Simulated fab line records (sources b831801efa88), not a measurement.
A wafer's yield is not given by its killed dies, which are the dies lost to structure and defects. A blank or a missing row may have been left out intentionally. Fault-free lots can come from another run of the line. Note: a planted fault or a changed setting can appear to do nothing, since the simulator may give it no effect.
Comparing a struck lot with a sound one ; flow sky130 ; 23 steps out of a route of 708
Sound: wafers L645.1, L645.2, L645.6. Struck: wafers L654.1, L654.2, L654.3. The cause is named last.
For every step that has rows: the tool of each side, followed by ch and its chambers, followed by its first start. Under that, the readings that differ: sound wafers ; struck wafers ; difference of the means ; sigmas: that difference in standard deviations of wafers without a fault.
alike: a reading whose means differ by less than 2 such deviations, as well as words and numbers matching on both sides. not compared: withheld readings; readings where some wafer has no value; bounds like >300 that might hide an equal value; numbers whose values overlap and for which the record gives no deviation.
The two part at a step that has a row with sigmas, a row that says differs or no value, or rows on one side only. When numbers do not overlap yet have no deviation, they are printed without sigmas and do not part them. A reading that every wafer of one side lacks parts them only if that side has two wafers or more.

first, 1 step without rows for these wafers: SKY_SONOS_ONO_DEVELOP_12 (develop time 60 s).
SKY_SONOS_ONO_CD_MEAS_13 targets a cd of 410 nm.
  sound: cd sem-01 at day 14 20:25; struck: cd sem-02 at day 17 22:01
  alike: cd nm
SKY_SONOS_ONO_OVL_MEAS_14:
  sound: overlay-01 at day 14 20:32; struck: overlay-01 at day 17 22:08
  alike: SONOS_ONO_OVL
SKY_SONOS_ONO_ETCH_15: etches the open film in CHF3/O2, target depth 19.52 nm, time 7.8 s.
  sound on rie diel-02 ch 0,1,2, day 14 20:34; struck on rie diel-04 ch 0,1,3, day 17 22:10
  alike: drypump motor current A, oes product au, throttle valve pct
  not compared: rf hours counter h
then, 1 step without rows for these wafers: SKY_SONOS_ONO_WET_ETCH_16 (etches SiO2 in dHF, target depth 14 nm, time 280 s).
SKY_SONOS_ONO_STRIP_17: strips in O2/N2.
  sound on plasma asher-03 ch 0,1, day 14 20:41; struck on plasma asher-03 ch 0,1, day 17 22:17
  alike: drypump motor current A, oes product au, strip time to endpoint s
  not compared: rf hours counter h
then, 3 steps without rows for these wafers: SKY_SONOS_ONO_WET_ETCH_18 (etches Si3N4 in H3PO4, target depth 15 nm, time 172 s); SKY_GATE_OXIDE_CLEAN_00 (cleans in SC1/SC2, time 150 s); SKY_GATE_OXIDE_OXIDATION_01 (stabilise 600 s, purge 300 s, target thk 10.268 nm).
SKY_GATE_OXIDE_THK_MEAS_02:
  sound: film metro-01 at day 14 23:13; struck: film metro-03 at day 18 03:00
  alike: GATE_OXIDE_OXIDATION_00_THK
then, 2 steps without rows for these wafers: SKY_GATE_OXIDE_DEHYDRATE_03 (time 60 s); SKY_GATE_OXIDE_HMDS_04 (prime time 60 s).
SKY_GATE_OXIDE_COAT_05: resist thk 1140 nm.
  sound on litho track-02 ch 0, day 15 12:56; struck on litho track-02 ch 0, day 18 17:41
reading;sound;struck;difference;sigmas
model.NOVOLAK_of_GATE_OXIDE_COAT_05.thk nm (nm);1142 1147 1143;1111 1114 1113;-31;
then, 3 steps without rows for these wafers: SKY_GATE_OXIDE_SOFTBAKE_06 (time 60 s); SKY_GATE_OXIDE_EXPOSE_07 (exposes mask LVOM, target cd 600 nm); SKY_GATE_OXIDE_PEB_08.
SKY_GATE_OXIDE_DEVELOP_09: develop time 60 s.
  sound on litho track-02 ch 0, day 16 03:05; struck on litho track-03 ch 0, day 19 08:52
reading;sound;struck;difference;sigmas
model.NOVOLAK_of_GATE_OXIDE_COAT_05.thk nm (nm);1141 1147 1143;1110 1114 1113;-31;
SKY_GATE_OXIDE_OVL_MEAS_10:
  sound: overlay-01 at day 16 03:14; struck: overlay-01 at day 19 09:01
  alike: GATE_OXIDE_OVL
then, 2 steps without rows for these wafers: SKY_GATE_OXIDE_IMPLANT_11; SKY_GATE_OXIDE_WET_ETCH_12 (etches SiO2 in dHF, target depth 16.8 nm, time 336 s).
SKY_GATE_OXIDE_STRIP_13: strips in O2/N2.
  sound on plasma asher-03 ch 0,1, day 16 03:32; struck on plasma asher-03 ch 0,1, day 19 09:19
reading;sound;struck;difference;sigmas
strip time to endpoint s (s);14.20 14.26 14.21;13.83 13.86 13.85;-0.38;-9
  alike: drypump motor current A, oes product au
  not compared: rf hours counter h
SKY_GATE_OXIDE_TW_MEAS_14:
  sound: film metro-01 at day 16 03:38; struck: film metro-03 at day 19 09:25
reading;sound;struck;difference;sigmas
GATE_OXIDE_TW;220.5 220.2 221.2;228.5 228.3 228.2;+7.7;+3
-- record jumps: 30 days separate the struck wafers' starts on either side; left off in module GATE_OXIDE, taken up again in module PAD_OPEN, whose first shown step is the route's number 708 --
SKY_PAD_OPEN_PROBE_99:
  sound: prober-02 at day 47 14:22; struck: prober-01 at day 49 14:52
  alike: killed_at_M0_to_M3, killed_at_M4_up, killed at contacts, killed at front end, killed at other, killed dies, killed open, killed short

WHERE THEY PART
At SKY_GATE_OXIDE_STRIP_13 first; at SKY_GATE_OXIDE_TW_MEAS_14 last (within this record only). Later steps at which nothing parts them and some readings are alike: SKY_PAD_OPEN_PROBE_99.

WHY: what the simulator had put in
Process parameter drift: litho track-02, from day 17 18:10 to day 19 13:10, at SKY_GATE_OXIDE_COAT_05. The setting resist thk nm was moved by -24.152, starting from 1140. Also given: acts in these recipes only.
